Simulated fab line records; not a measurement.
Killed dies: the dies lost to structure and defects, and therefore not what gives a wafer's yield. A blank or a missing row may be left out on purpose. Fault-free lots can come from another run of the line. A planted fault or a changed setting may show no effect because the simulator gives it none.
What tool caused it? | flow gf180mcu | at 1 step of a route of 602, 7 lots with 21 wafers sampled

== WHAT THE GAUGES READ, wafer by wafer ==
GF_HV_LDD_THK_MEAS_57.
lot  | measured     | on            | HV_LDD_CVD_56_THK (nm)
L306 | day 12 19:44 | film-metro-04 | 89.5 89.9 89.8
L312 | day 14 17:19 | film-metro-01 | 88.9 88.5 89.1
L314 | day 15 14:49 | film-metro-03 | 89.8 89.0 89.5
L316 | day 16 02:35 | film-metro-03 | 89.2 88.6 87.8
L323 | day 18 16:38 | film-metro-03 | 91.2 90.6 90.2
L326 | day 19 17:10 | film-metro-01 | 91.3 90.5 90.9
L328 | day 20 06:05 | film-metro-01 | 90.8 90.6 90.9

== WHICH TOOL RAN EACH LOT (tool, then ch and the chambers of the sampled wafers, then the start) ==
No process step before these readings appears in the record.

== THE ANSWER, worked out from the rows above alone ==
Rule: usual is defined by the lots themselves. Put in order of their means at a reading, lots are off if they are a third of the lots or fewer, leave a main group of 4 or more, and stand apart from it by a gap of 3 or more times the standard deviation of the main group's means; of several such gaps the widest counts. The tables above print the reading to a certain number of digits; a main group whose means all agree to those digits is not used. A lot without any number at a reading at which 4 lots or more have one is off too. Where the step has rows for the other lots, those lots are counted as sound.
Across all readings shown, no lot is off: no conclusion can be drawn from this.

== WHAT HAD BEEN PUT IN BY THE SIMULATOR ==
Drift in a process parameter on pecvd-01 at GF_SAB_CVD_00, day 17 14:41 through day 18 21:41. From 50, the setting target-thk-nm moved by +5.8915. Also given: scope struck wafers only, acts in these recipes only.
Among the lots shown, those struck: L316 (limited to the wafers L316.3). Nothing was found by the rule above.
